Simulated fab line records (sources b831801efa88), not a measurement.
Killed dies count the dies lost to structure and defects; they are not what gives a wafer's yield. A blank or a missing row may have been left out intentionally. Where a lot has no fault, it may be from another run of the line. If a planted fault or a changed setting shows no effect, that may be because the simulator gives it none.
Comparing a struck lot with a sound one    flow sky130    14 out of 708 route steps
Sound: these wafers, L555.1, L555.4, L555.6. Wafers L560.3, L560.4, L560.5 were the ones struck. At the end, the cause is stated.
For every step that has rows: the tool of each side, followed by ch and its chambers, followed by its first start. Under that, the readings that differ: sound wafers    struck wafers    difference of the means    sigmas: that difference in standard deviations of wafers without a fault.
alike: a reading whose means differ by less than 2 such deviations, as well as words and numbers matching on both sides. not compared: withheld readings; readings where some wafer has no value; bounds like >300 that might hide an equal value; numbers whose values overlap and for which the record gives no deviation.
A row with sigmas, a row that says differs or no value, or rows on one side alone: a step with any of these is where the two part. Numbers that have no deviation but don't overlap get no sigmas and don't part them. Lack of a reading on every wafer of one side parts them only where that side has two or more wafers.

SKY_CAP2M_OVL_MEAS_12:
  struck on overlay-01, day 45 02:47; sound on overlay-02, day 44 12:26
reading         sound        struck          difference  sigmas
CAP2M_OVL (nm)  2.6 1.2 1.0  -1.3 -1.5 -2.6  -3.4        -3
SKY_CAP2M_METAL_ETCH_13: etches TiN in Cl2/BCl3, stops on SiO2, target depth 220 nm, time 62.9 s.
  sound on rie_metal-01 ch 0,1, day 44 12:28; struck on rie_metal-04 ch 0,1, day 45 02:50
reading                 sound                 struck                difference  sigmas
throttle_valve_pct (%)  21.880 21.891 21.899  21.916 21.921 21.921  +0.029      +3
  alike: bias_w, drypump_motor_current_A, oes_product_au
  not compared: rf_hours_counter_h
SKY_CAP2M_STRIP_14: strips in O2/N2.
  sound on plasma_asher-04 ch 1, day 44 12:32; struck on plasma_asher-01 ch 0,1, day 45 02:56
reading                      sound           struck          difference  sigmas
drypump_motor_current_A (A)  6.34 6.35 6.32  5.41 5.48 5.50  -0.87       -3
  alike: oes_product_au, strip_time_to_endpoint_s
  not compared: rf_hours_counter_h
then, 9 steps without rows for these wafers: SKY_CAP2M_STRIP_15 (strips in post etch residue remover, time 1200 s); SKY_CAP2M_CLEAN_16 (cleans in IPA, time 180 s); SKY_CAP2M_CLEAN_17 (cleans in O3/DIW); SKY_METAL4_DEHYDRATE_05 (time 60 s); SKY_METAL4_HMDS_06 (prime time 60 s); SKY_METAL4_COAT_07 (resist thk 60 nm); SKY_METAL4_COAT_08 (resist thk 1140 nm); SKY_METAL4_SOFTBAKE_09 (time 90 s); SKY_METAL4_EXPOSE_10 (exposes mask MM4, target cd 300 nm).
SKY_METAL4_PEB_11:
  sound on litho_track-01 ch 0, day 45 10:00; struck on litho_track-04, day 45 23:00
reading          sound           struck  difference                     sigmas
exhaust_pa (Pa)  44.0 43.6 44.9  - - -   no value on the struck wafers  
  not compared: chill_plate_temp_C
then, 1 step without rows for these wafers: SKY_METAL4_DEVELOP_12 (develop time 60 s).

WHERE THEY PART
First at SKY_CAP2M_OVL_MEAS_12; last, within this record, at SKY_METAL4_PEB_11.

WHY: the cause the simulator had injected
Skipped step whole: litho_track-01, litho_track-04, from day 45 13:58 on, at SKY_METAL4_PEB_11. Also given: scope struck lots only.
